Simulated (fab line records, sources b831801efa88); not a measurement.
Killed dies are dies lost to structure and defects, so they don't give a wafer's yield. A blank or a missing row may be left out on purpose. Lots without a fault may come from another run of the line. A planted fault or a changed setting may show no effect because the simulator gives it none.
A struck lot beside a sound one | flow gf180mcu | 16 steps out of a route of 602
Sound: wafers L664.2, L664.4, L664.5. Struck: wafers L671.1, L671.3, L671.4. The cause comes at the end.
At each step with rows: each side's tool, then ch and its chambers, then its first start. Under that, the readings that differ: sound wafers | struck wafers | difference of the means | sigmas: that difference in standard deviations of wafers without a fault.
alike: readings whose means differ by less than 2 such deviations, and words and numbers that are the same on both sides. not compared: withheld readings, readings that some wafer has no value for, bounds like >300 that may hide the same value, and numbers for which the record gives no deviation and whose values overlap.
The two part at a step that has a row with sigmas, a row that says differs or no value, or rows on one side only. Numbers that don't overlap but have no deviation are shown without sigmas and don't part them. A reading that every wafer of one side lacks parts them only if that side has two wafers or more.

first, 5 steps without rows for these wafers: GF_M5_COAT_02 (resist thk 1000 nm); GF_M5_SOFTBAKE_03 (time 60 s); GF_M5_EXPOSE_04 (exposes mask Metal5, target cd 280 nm); GF_M5_PEB_05 (peb time 90 s); GF_M5_DEVELOP_06 (develop time 60 s).
GF_M5_CD_MEAS_07: target cd 280 nm.
  sound on cd_sem-01, day 26 19:31; struck on cd_sem-01, day 28 21:42
  alike: cd_nm
GF_M5_OVL_MEAS_08:
  sound on overlay-02, day 26 19:37; struck on overlay-02, day 28 21:49
  alike: M5_OVL
GF_M5_ETCH_09: etches Si3N4 in CF4/O2, target depth 52 nm, time 11.6 s.
  sound on rie_diel-04 ch 0,1,2, day 26 19:39; struck on rie_diel-01 ch 0,1,2, day 28 21:51
  alike: bias_w, cf4_flow_sccm, drypump_motor_current_A, oes_product_au, rf_fwd_power_W, throttle_valve_pct
  not compared: rf_hours_counter_h
GF_M5_METAL_ETCH_10: etches the open film in Cl2/BCl3, stops on SiO2, target depth 750.8 nm, time 125.1 s.
  sound on rie_metal-04 ch 0, day 26 19:43; struck on rie_metal-04 ch 0,1, day 28 21:53
  alike: bias_w, drypump_motor_current_A, oes_product_au, rf_fwd_power_W, throttle_valve_pct
  not compared: rf_hours_counter_h
GF_M5_STRIP_11: strips in O2/N2.
  sound on plasma_asher-01 ch 0,1, day 26 19:56; struck on plasma_asher-02 ch 0,1, day 28 22:00
  alike: drypump_motor_current_A, heater_power_w, o2_flow_sccm, oes_product_au, platen_temp_c, strip_time_to_endpoint_s
  not compared: rf_hours_counter_h
then, 2 steps without rows for these wafers: GF_M5_STRIP_12 (strips in post etch residue remover, time 1200 s); GF_M5_CLEAN_13 (cleans in DIW).
GF_V5_CVD_00: deposits SiO2, target thk 300 nm, time 50 s.
  sound on hdpcvd-01 ch 0,2, day 26 20:28; struck on hdpcvd-01 ch 0,2, day 28 22:45
GF_V5_THK_MEAS_01:
  sound on film_metro-04, day 26 20:32; struck on film_metro-04, day 28 22:47
  reading            | sound       | struck      | difference | sigmas
  V5_CVD_00_THK (nm) | 300 301 291 | 585 597 600 | +297       | +67
GF_V5_CVD_02: deposits SiO2 from TEOS, target thk 1450 nm, time 163.28 s.
  sound on pecvd-03 ch 0,1,2, day 26 20:35; struck on pecvd-03 ch 1,2, day 28 22:51
  alike: heater_power_w, rf_fwd_power_W
-- the record jumps here: 3 days lie between the struck wafers' starts before and after (it left off in module V5 and takes up again in module PASSIVATION, whose first step shown is number 602 of the route) --
GF_PASSIVATION_PROBE_99:
  the record has rows for the struck wafers here (prober-01, day 31 11:24) and none for the sound ones

WHERE THEY PART
First at GF_V5_THK_MEAS_01; last, within this record, at GF_PASSIVATION_PROBE_99.

WHY: what the simulator had put in
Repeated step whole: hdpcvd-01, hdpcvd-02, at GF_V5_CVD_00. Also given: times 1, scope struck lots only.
